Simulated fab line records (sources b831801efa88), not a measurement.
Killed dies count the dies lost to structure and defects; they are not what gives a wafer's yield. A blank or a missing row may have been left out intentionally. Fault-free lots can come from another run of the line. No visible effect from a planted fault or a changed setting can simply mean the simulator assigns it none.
fab line records	flow sky130
[record] lots = 12	wafers = 36	last-day = 50
route steps=708 shown SD_N@356 SD_P@359 METAL2@483
lots that met no fault: from a run of the same line without faults
start-h: hours from the record's opening day to when the first of the lot's shown wafers began	wait-h: time in hours since the lot's previous step	" the same as in the row above	L1.1+2: several wafers, shown together as one row	- no value present, or no start provided	* or withheld: withheld	< > ~ a bound
route shown NAME@n: a module of which the file shows steps, and the number in the route of the first	usual: mean/standard deviation taken from wafers without a fault	same: alike in all rows	chamber/n: place in a boat	sites: readings site by site	_std_site: the standard deviation of these	_edge_site: inner sites' mean taken away from outer sites' mean	radius-mm: how far each site lies from the wafer's centre	mask NAME#n: copy n	behind: tool/chamber where the wafer was last shaped	hold: the reason the lot was held/the length of the hold in hours/how it ended	device: names the non-switching transistor (n, p or np)	end of line: the route-end tests of the same wafers	a step with no rows: only its recipe	killed: the dies lost at the first sort to structure and to defects; this is not the yield of the wafer	map: the dies of a wafer, with x for killed, . for not killed, _ for no die there
set.NAME: the run value of the setting; set.NAME@STEP: its run value at that earlier step	model.NAME: the simulator's own value behind a step, which no gauge read
the route's steps for a sample of lots (tables are steps, rows are wafers)
services: the hour from which a tool's chamber was out of use, counted from the record's first day as start-h (under 0 if before that day), plus the number of hours and why
[[steps]]
[step SKY_SD_N_RTA_14]
[recipe] temp-c = 1075	time-s = 2	idle-temp-c = 650	ramp-up-c-per-s = 150	ramp-down-c-per-s = 90	ambient = N2
[usual] chamber-o2-ppm = 1.997/0.021	lamp-power-pct = 15.74/0.056	wafer_temp_C_max = 1078.1/1.2
[same] time-s = 2
lot.wafer	tool	chamber	start-h	wait-h	chamber-o2-ppm	lamp-power-pct	wafer_temp_C_max
L493.3	rtp-anneal-01	0	641.70	0.0	1.998	15.84	1078.4
L493.4	"	0	"	"	1.993	15.76	1075.3
L493.5	"	0	"	"	1.960	15.69	1077.9
L494.3	rtp-anneal-02	0	653.85	0.0	2.007	15.68	1077.2
L494.4	"	0	"	"	2.052	15.64	1077.6
L494.6	"	0	"	"	2.030	15.83	1078.9
L495.1	rtp-anneal-01	0	676.37	0.0	2.037	15.74	1077.7
L495.2	"	0	"	"	1.997	15.77	1078.7
L495.3	"	0	"	"	1.992	15.81	1077.8
L496.2	rtp-anneal-02	0	686.44	0.0	2.013	15.74	1079.5
L496.4	"	0	"	"	1.969	15.75	1078.2
L496.5	"	0	"	"	1.999	15.64	1077.7
L499.2	rtp-anneal-01	0	704.04	0.0	2.026	15.80	1077.4
L499.5	"	0	"	"	2.029	15.61	1078.5
L499.6	"	0	"	"	1.991	15.85	1076.6
L501.3	rtp-anneal-01	0	718.81	0.0	1.987	15.77	1078.8
L501.5	"	0	"	"	1.973	15.81	1079.3
L501.6	"	0	"	"	1.993	15.75	1079.4
L502.3	rtp-anneal-02	0	724.40	0.0	2.005	15.68	1077.2
L502.5	"	0	"	"	2.006	15.70	1079.0
L502.6	"	0	"	"	2.022	15.63	1077.4
L503.1	rtp-anneal-01	0	731.85	0.0	1.978	15.77	1079.1
L503.4	"	0	"	"	1.970	15.83	1079.4
L503.6	"	0	"	"	1.995	15.76	1078.4
L510.1	rtp-anneal-02	0	786.63	0.0	1.954	16.49	1111.1
L510.2	"	0	"	"	1.963	16.60	1110.5
L510.6	"	0	"	"	1.951	16.60	1111.1
L512.2	rtp-anneal-02	0	798.16	0.0	2.029	16.56	1109.4
L512.4	"	0	"	"	2.033	16.64	1110.1
L512.6	"	0	"	"	2.035	16.63	1112.0
L513.2	rtp-anneal-01	0	805.60	0.0	2.021	15.69	1078.4
L513.5	"	0	"	"	2.021	15.78	1078.0
L513.6	"	0	"	"	1.977	15.68	1078.7
L515.1	rtp-anneal-01	0	817.77	0.0	2.027	15.70	1079.7
L515.2	"	0	"	"	1.989	15.75	1076.7
L515.6	"	0	"	"	1.990	15.74	1079.1
[step SKY_SD_N_RS_MEAS_16]
[recipe] thk-meas-gauge = four-point-probe
[usual] SD_N_RS = 68.54/0.098
lot.wafer	tool	chamber	start-h	wait-h	SD_N_RS[ohm/sq]
L493.3	film-metro-03	-	641.90	0.1	68.48
L493.4	"	-	"	"	68.44
L493.5	"	-	"	"	68.49
L494.3	film-metro-03	-	654.04	0.1	68.54
L494.4	"	-	"	"	68.49
L494.6	"	-	"	"	68.49
L495.1	film-metro-04	-	676.54	0.1	68.55
L495.2	"	-	"	"	68.71
L495.3	"	-	"	"	68.59
L496.2	film-metro-01	-	686.62	0.1	68.65
L496.4	"	-	"	"	68.58
L496.5	"	-	"	"	68.69
L499.2	film-metro-04	-	704.22	0.1	68.41
L499.5	"	-	"	"	68.44
L499.6	"	-	"	"	68.47
L501.3	film-metro-04	-	719.01	0.1	68.61
L501.5	"	-	"	"	68.72
L501.6	"	-	"	"	68.70
L502.3	film-metro-03	-	724.59	0.1	68.55
L502.5	"	-	"	"	68.44
L502.6	"	-	"	"	68.49
L503.1	film-metro-03	-	732.02	0.1	68.47
L503.4	"	-	"	"	68.50
L503.6	"	-	"	"	68.54
L510.1	film-metro-01	-	786.81	0.1	62.81
L510.2	"	-	"	"	62.78
L510.6	"	-	"	"	62.79
L512.2	film-metro-01	-	798.34	0.1	62.52
L512.4	"	-	"	"	62.73
L512.6	"	-	"	"	62.66
L513.2	film-metro-03	-	805.78	0.1	68.33
L513.5	"	-	"	"	68.48
L513.6	"	-	"	"	68.43
L515.1	film-metro-03	-	817.94	0.1	68.61
L515.2	"	-	"	"	68.64
L515.6	"	-	"	"	68.52
[step SKY_SD_N_RS_MEAS_17]
[recipe] thk-meas-gauge = four-point-probe
[usual] SD_P_RS = 147.0/0.34
lot.wafer	tool	chamber	start-h	wait-h	SD_P_RS[ohm/sq]
L493.3	film-metro-03	-	642.02	0.1	146.8
L493.4	"	-	"	"	147.2
L493.5	"	-	"	"	146.8
L494.3	film-metro-03	-	654.16	0.1	146.7
L494.4	"	-	"	"	146.9
L494.6	"	-	"	"	147.0
L495.1	film-metro-04	-	676.66	0.1	147.3
L495.2	"	-	"	"	147.8
L495.3	"	-	"	"	147.0
L496.2	film-metro-01	-	686.74	0.1	147.6
L496.4	"	-	"	"	147.5
L496.5	"	-	"	"	147.7
L499.2	film-metro-04	-	704.34	0.1	146.6
L499.5	"	-	"	"	147.1
L499.6	"	-	"	"	146.4
L501.3	film-metro-04	-	719.13	0.1	147.4
L501.5	"	-	"	"	147.3
L501.6	"	-	"	"	146.9
L502.3	film-metro-03	-	724.71	0.1	147.3
L502.5	"	-	"	"	146.7
L502.6	"	-	"	"	147.1
L503.1	film-metro-03	-	732.14	0.1	146.7
L503.4	"	-	"	"	146.8
L503.6	"	-	"	"	146.6
L510.1	film-metro-01	-	786.93	0.1	119.2
L510.2	"	-	"	"	119.2
L510.6	"	-	"	"	119.3
L512.2	film-metro-01	-	798.46	0.1	118.4
L512.4	"	-	"	"	118.6
L512.6	"	-	"	"	118.5
L513.2	film-metro-03	-	805.90	0.1	146.9
L513.5	"	-	"	"	147.2
L513.6	"	-	"	"	146.8
L515.1	film-metro-03	-	818.06	0.1	147.3
L515.2	"	-	"	"	147.5
L515.6	"	-	"	"	147.6
[step SKY_METAL2_SPUTTER_00]
[recipe] material = Ti	target-thk-nm = 15	power-w = 3000	time-s = 10	chamber-pressure-pa = 0.4
[usual] throttle-valve-pct = 30.3/0.94
[same] time-s = 10
lot.wafer	tool	chamber	start-h	wait-h	throttle-valve-pct
L493.3	pvd-sputter-04	-	787.95	0.2	31.5
L493.4	"	-	"	"	29.8
L493.5	"	-	"	"	31.5
L494.3	pvd-sputter-02	-	802.25	0.1	29.6
L494.4	"	-	"	"	30.8
L494.6	"	-	"	"	30.9
L495.1	pvd-sputter-04	-	820.57	0.2	30.4
L495.2	"	-	"	"	29.5
L495.3	"	-	"	"	31.5
L496.2	pvd-sputter-04	-	830.22	0.2	31.8
L496.4	"	-	"	"	30.2
L496.5	"	-	"	"	29.8
L499.2	pvd-sputter-02	-	845.73	0.1	31.0
L499.5	"	-	"	"	30.8
L499.6	"	-	"	"	30.2
L501.3	pvd-sputter-02	-	859.41	0.2	29.5
L501.5	"	-	"	"	31.3
L501.6	"	-	"	"	29.6
L502.3	pvd-sputter-02	-	860.92	0.2	29.7
L502.5	"	-	"	"	30.8
L502.6	"	-	"	"	29.7
L503.1	pvd-sputter-02	-	871.38	0.2	31.0
L503.4	"	-	"	"	30.3
L503.6	"	-	"	"	31.0
L510.1	pvd-sputter-04	-	924.93	0.1	29.5
L510.2	"	-	"	"	30.7
L510.6	"	-	"	"	30.3
L512.2	pvd-sputter-04	-	935.75	0.2	30.5
L512.4	"	-	"	"	31.6
L512.6	"	-	"	"	30.7
L513.2	pvd-sputter-03	-	945.62	0.2	29.7
L513.5	"	-	"	"	29.5
L513.6	"	-	"	"	29.1
L515.1	pvd-sputter-02	-	952.62	0.1	31.0
L515.2	"	-	"	"	29.5
L515.6	"	-	"	"	29.6
[step SKY_METAL2_SPUTTER_01]
[recipe] material = TiN	target-thk-nm = 20	power-w = 6500	time-s = 16.7	chamber-pressure-pa = 0.4
[usual] throttle-valve-pct = 30.3/0.96
[same] time-s = 16.7
lot.wafer	tool	chamber	start-h	wait-h	throttle-valve-pct
L493.3	pvd-sputter-04	-	787.97	0.0	31.7
L493.4	"	-	"	"	29.5
L493.5	"	-	"	"	31.9
L494.3	pvd-sputter-02	-	802.27	0.0	29.4
L494.4	"	-	"	"	30.6
L494.6	"	-	"	"	30.9
L495.1	pvd-sputter-04	-	820.59	0.0	30.5
L495.2	"	-	"	"	29.6
L495.3	"	-	"	"	31.3
L496.2	pvd-sputter-04	-	830.24	0.0	31.6
L496.4	"	-	"	"	30.5
L496.5	"	-	"	"	29.8
L499.2	pvd-sputter-02	-	845.76	0.0	30.8
L499.5	"	-	"	"	30.9
L499.6	"	-	"	"	30.7
L501.3	pvd-sputter-02	-	859.43	0.0	29.4
L501.5	"	-	"	"	31.2
L501.6	"	-	"	"	29.3
L502.3	pvd-sputter-02	-	860.94	0.0	29.6
L502.5	"	-	"	"	31.4
L502.6	"	-	"	"	29.6
L503.1	pvd-sputter-02	-	871.40	0.0	30.6
L503.4	"	-	"	"	30.1
L503.6	"	-	"	"	30.8
L510.1	pvd-sputter-04	-	924.95	0.0	29.6
L510.2	"	-	"	"	30.3
L510.6	"	-	"	"	30.2
L512.2	pvd-sputter-04	-	935.77	0.0	30.7
L512.4	"	-	"	"	31.6
L512.6	"	-	"	"	30.4
L513.2	pvd-sputter-03	-	945.64	0.0	29.4
L513.5	"	-	"	"	29.6
L513.6	"	-	"	"	29.5
L515.1	pvd-sputter-02	-	952.64	0.0	31.1
L515.2	"	-	"	"	29.8
L515.6	"	-	"	"	29.4
[step SKY_METAL2_SPUTTER_03]
[recipe] material = Ti	target-thk-nm = 5	power-w = 3000	time-s = 3.3	chamber-pressure-pa = 0.4
[usual] throttle-valve-pct = 30.3/0.94
[same] time-s = 3.3
lot.wafer	tool	chamber	start-h	wait-h	throttle-valve-pct
L493.3	pvd-sputter-04	-	788.02	0.0	31.3
L493.4	"	-	"	"	29.7
L493.5	"	-	"	"	31.6
L494.3	pvd-sputter-02	-	802.32	0.0	29.5
L494.4	"	-	"	"	30.9
L494.6	"	-	"	"	31.1
L495.1	pvd-sputter-04	-	820.64	0.0	30.5
L495.2	"	-	"	"	29.9
L495.3	"	-	"	"	31.6
L496.2	pvd-sputter-04	-	830.29	0.0	31.5
L496.4	"	-	"	"	30.4
L496.5	"	-	"	"	29.9
L499.2	pvd-sputter-02	-	845.81	0.0	30.7
L499.5	"	-	"	"	30.7
L499.6	"	-	"	"	30.5
L501.3	pvd-sputter-02	-	859.48	0.0	29.7
L501.5	"	-	"	"	31.1
L501.6	"	-	"	"	29.6
L502.3	pvd-sputter-02	-	860.99	0.0	29.7
L502.5	"	-	"	"	31.0
L502.6	"	-	"	"	29.9
L503.1	pvd-sputter-02	-	871.45	0.0	30.5
L503.4	"	-	"	"	30.4
L503.6	"	-	"	"	30.8
L510.1	pvd-sputter-04	-	925.00	0.0	29.9
L510.2	"	-	"	"	30.6
L510.6	"	-	"	"	30.3
L512.2	pvd-sputter-04	-	935.82	0.0	30.3
L512.4	"	-	"	"	31.1
L512.6	"	-	"	"	30.6
L513.2	pvd-sputter-03	-	945.70	0.0	29.5
L513.5	"	-	"	"	29.3
L513.6	"	-	"	"	29.1
L515.1	pvd-sputter-02	-	952.69	0.0	31.4
L515.2	"	-	"	"	29.9
L515.6	"	-	"	"	29.5
[[services]]
tool	chamber	start-h	hours	kind
pvd-sputter-04	0	645.18	-	consumable-replace:kit
pvd-sputter-04	0	645.18	18.0	scheduled-down
pvd-sputter-04	0	645.18	18.0	vent-cycle
pvd-sputter-04	-	683.08	3.4	repair
pvd-sputter-03	2	707.06	-	consumable-replace:kit
pvd-sputter-03	2	707.06	18.0	scheduled-down
pvd-sputter-03	2	707.06	18.0	vent-cycle
pvd-sputter-03	-	707.49	2.1	repair
rtp-anneal-01	-	719.23	4.0	pm
pvd-sputter-02	2	743.75	-	consumable-replace:kit
pvd-sputter-02	2	743.75	18.0	scheduled-down
pvd-sputter-02	2	743.75	18.0	vent-cycle
pvd-sputter-04	3	886.68	-	consumable-replace:kit
pvd-sputter-04	3	886.68	18.0	scheduled-down
pvd-sputter-04	3	886.68	18.0	vent-cycle
pvd-sputter-04	-	911.31	1.6	repair
[[key]]
[first-sign] step = SKY_SD_N_RTA_14	reading = wafer_temp_C_max	direction = up	sigmas = 26	usual = *	struck = *
[effect] step = SKY_SD_N_RTA_14	reading = lamp-power-pct	direction = up	sigmas = 15	usual = 15.74	struck = 16.59
[effect] step = SKY_SD_N_RS_MEAS_16	reading = SD_N_RS	direction = down	sigmas = 59	usual = 68.54	struck = 62.72
[effect] step = SKY_SD_N_RS_MEAS_17	reading = SD_P_RS	direction = down	sigmas = 83	usual = 147.0	struck = 118.9
met-at SKY_SD_N_RTA_14
struck-lots L510,L512
tester-left-out L510,L512
not-acting-at SKY_METAL2_SPUTTER_00,SKY_METAL2_SPUTTER_01,SKY_METAL2_SPUTTER_03
onset-between 724.40 786.63
[fault] kind = process-parameter-drift	tool = rtp-anneal-02	chamber = -	onset-h = 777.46	steps = SKY_SD_N_RTA_14	channel = temp-c	offset = *	shape = step	end-h = 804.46	acts-in = *	stated = *
// tester-left-out: of these lots the tester's yield and bins aren't shown, on N5 and GAA mostly nor the transistor test; their killed dies are dies lost to structure and defects alone, not to doping, threshold or leakage, so they don't give the yield
